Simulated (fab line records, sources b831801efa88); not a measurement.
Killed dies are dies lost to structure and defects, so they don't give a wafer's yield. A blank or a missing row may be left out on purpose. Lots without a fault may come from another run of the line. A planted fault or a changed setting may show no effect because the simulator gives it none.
Problem report in the 8D (eight disciplines) form, filled by code | flow sky130 | the parts of the form that need people (team, actions taken, sign-off) are left out

1. THE PROBLEM
heater_power_total_W at SKY_VT_ADJUST_HVTP_SOFTBAKE_03 reads a mean of 54.85 W on 6 wafers of 2 lots; wafers without a fault read 56.60 W with a standard deviation of 0.046. That is -38 standard deviations from the usual mean.
The step: time 60 s.
First seen on wafer L838.2, day 7 18:00, on litho_track-03. The record holds 18 wafers of 6 lots with a number at this step. Rule for "out", or "out of limits": more than 4 standard deviations from the usual mean. The other wafers with a number count as sound.

2. WHAT IT IS AND WHAT IT IS NOT
question                    | is                                 | is not
which readings at this step | heater_power_total_W, plate_temp_C | chill_plate_temp_C
which lots                  | L838, L841                         | L833, L835, L843, L846
which wafers of those lots  | all that have a number             | -
read on which tools         | litho_track-03                     | litho_track-01, litho_track-02
when                        | from day 7 18:00                   | up to then (6 sound wafers); but 6 sound wafers of L843, L846 came after

3. SUSPECTS, AND WHAT RULES EACH OUT
Counting: a tool at a process step up to the reading stays a suspect if it ran every lot that is out and no sound lot after the first of them.
- rtp_anneal-02 at SKY_NWELL_RTA_28 (time 30 s): kept. It ran every lot that is out, first L838 (day 7 08:12), and no sound lot after that; its last sound lot up to then is L833 (day 6 00:32).
- litho_track-03 at SKY_VT_ADJUST_HVTP_SOFTBAKE_03 (time 60 s): kept. It ran every lot that is out, first L838 (day 7 18:00), and no sound lot after that; its last sound lot up to then is L833 (day 6 09:46). Its own readings are out on those wafers: heater_power_total_W, plate_temp_C.
Left after counting: rtp_anneal-02 at SKY_NWELL_RTA_28, litho_track-03 at SKY_VT_ADJUST_HVTP_SOFTBAKE_03.

4. THE CAUSE (what the simulator had put in)
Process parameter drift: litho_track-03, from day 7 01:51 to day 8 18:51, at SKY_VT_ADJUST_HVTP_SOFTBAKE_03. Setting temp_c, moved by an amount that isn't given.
Counting left 2 suspects, and this tool is among them.

5. THE CHAIN OF EFFECTS, in route order
Each row: a reading whose mean over the struck wafers that have a number lies more than 3 standard deviations from the usual. Only readings for which the record gives a usual standard deviation are gone through. hours: the time from each lot's start at the first step in this table that gives one to its start at this step, as a median over the lots. sigmas: the change in usual standard deviations.
hours | step                           | reading              | usual   | on struck wafers | change | sigmas
0     | SKY_VT_ADJUST_HVTP_SOFTBAKE_03 | heater_power_total_W | 56.60 W | 54.85            | -1.75  | -38
0     | SKY_VT_ADJUST_HVTP_SOFTBAKE_03 | plate_temp_C         | 90.04 C | 87.98            | -2.06  | -15
The process steps in it:
- SKY_VT_ADJUST_HVTP_SOFTBAKE_03: time 60 s.
Later measuring or inspecting steps at which every struck wafer that the step has a row for has a number for every such reading, and none has moved that far: SKY_VT_ADJUST_HVTP_CD_MEAS_07.

6. WHAT WOULD HAVE CAUGHT IT SOONER
In this record the first reading out of limits was taken at day 7 18:00, 16 hours after the fault began at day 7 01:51.
